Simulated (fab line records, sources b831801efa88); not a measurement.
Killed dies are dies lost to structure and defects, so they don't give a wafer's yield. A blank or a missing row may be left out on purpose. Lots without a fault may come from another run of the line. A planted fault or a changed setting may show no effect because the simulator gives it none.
A struck lot beside a sound one | flow sky130 | 15 steps out of a route of 708
Sound: wafers L655.3, L655.4, L655.6. Struck: wafer L659.6. (L659.4, L659.5 of the same lot were not struck and are left out.) The cause comes at the end.
At each step with rows: each side's tool, then ch and its chambers, then its first start. Under that, the readings that differ: sound wafers | struck wafers | difference of the means | sigmas: that difference in standard deviations of wafers without a fault.
alike: readings whose means differ by less than 2 such deviations, and words and numbers that are the same on both sides. not compared: withheld readings, readings that some wafer has no value for, bounds like >300 that may hide the same value, and numbers for which the record gives no deviation and whose values overlap.
The two part at a step that has a row with sigmas, a row that says differs or no value, or rows on one side only. Numbers that don't overlap but have no deviation are shown without sigmas and don't part them. A reading that every wafer of one side lacks parts them only if that side has two wafers or more.

SKY_LOCAL_INTERCONNECT_RS_MEAS_01: measures by four-point-probe.
  sound on film_metro-04, day 31 22:03; struck on film_metro-04, day 33 09:19
  reading                            | sound             | struck | difference | sigmas
  LOCAL_INTERCONNECT_TIN_RS (ohm/sq) | 14.32 14.42 14.36 | 14.00  | -0.37      | -2
SKY_LOCAL_INTERCONNECT_THK_MEAS_02: measures by xrf.
  sound on film_metro-04, day 31 22:09; struck on film_metro-04, day 33 09:24
  reading                         | sound          | struck | difference | sigmas
  LOCAL_INTERCONNECT_TIN_THK (nm) | 99.3 98.2 99.2 | 102.2  | +3.3       | +3
then, 8 steps without rows for these wafers: SKY_LOCAL_INTERCONNECT_DEHYDRATE_03 (time 60 s); SKY_LOCAL_INTERCONNECT_HMDS_04 (prime time 60 s); SKY_LOCAL_INTERCONNECT_COAT_05 (resist thk 60 nm); SKY_LOCAL_INTERCONNECT_COAT_06 (resist thk 450 nm); SKY_LOCAL_INTERCONNECT_SOFTBAKE_07 (time 90 s); SKY_LOCAL_INTERCONNECT_EXPOSE_08 (exposes mask LI1M, target cd 170 nm); SKY_LOCAL_INTERCONNECT_PEB_09; SKY_LOCAL_INTERCONNECT_DEVELOP_10 (develop time 60 s).
SKY_LOCAL_INTERCONNECT_CD_MEAS_11: target cd 170 nm.
  sound on cd_sem-02, day 33 01:43; struck on cd_sem-01, day 34 12:02
  alike: cd_nm
SKY_LOCAL_INTERCONNECT_OVL_MEAS_12:
  sound on overlay-02, day 33 01:49; struck on overlay-02, day 34 12:07
  alike: LOCAL_INTERCONNECT_OVL
SKY_LOCAL_INTERCONNECT_ETCH_13: etches BARC in N2/H2, stops on SiO2, time 45.9 s, target depth 60 nm.
  sound on rie_metal-03 ch 0,1, day 33 01:52; struck on rie_metal-03 ch 1, day 34 12:10
  reading    | sound             | struck | difference | sigmas
  bias_w (W) | 99.96 99.68 99.60 | 96.78  | -2.97      | -11
  alike: drypump_motor_current_A, oes_product_au, throttle_valve_pct
  not compared: rf_hours_counter_h
SKY_LOCAL_INTERCONNECT_METAL_ETCH_14: etches TiN in Cl2/BCl3, stops on PSG, target depth 110 nm, time 31.4 s.
  sound on rie_metal-03 ch 0,1, day 33 01:55; struck on rie_metal-03 ch 1, day 34 12:13
  alike: bias_w, drypump_motor_current_A, oes_product_au, throttle_valve_pct
  not compared: rf_hours_counter_h
-- the record jumps here: 14 days lie between the struck wafers' starts before and after (it left off in module LOCAL_INTERCONNECT and takes up again in module PAD_OPEN, whose first step shown is number 708 of the route) --
SKY_PAD_OPEN_PROBE_99:
  sound on prober-02, day 47 17:10; struck on prober-02, day 48 16:01
  reading            | sound    | struck | difference | sigmas
  killed_at_contacts | 26 23 32 | 16     | -11        | -2
  alike: killed_at_M0_to_M3, killed_at_M4_up, killed_at_front_end, killed_at_other, killed_dies, killed_open, killed_short

WHERE THEY PART
First at SKY_LOCAL_INTERCONNECT_RS_MEAS_01; last, within this record, at SKY_PAD_OPEN_PROBE_99.

WHY: what the simulator had put in
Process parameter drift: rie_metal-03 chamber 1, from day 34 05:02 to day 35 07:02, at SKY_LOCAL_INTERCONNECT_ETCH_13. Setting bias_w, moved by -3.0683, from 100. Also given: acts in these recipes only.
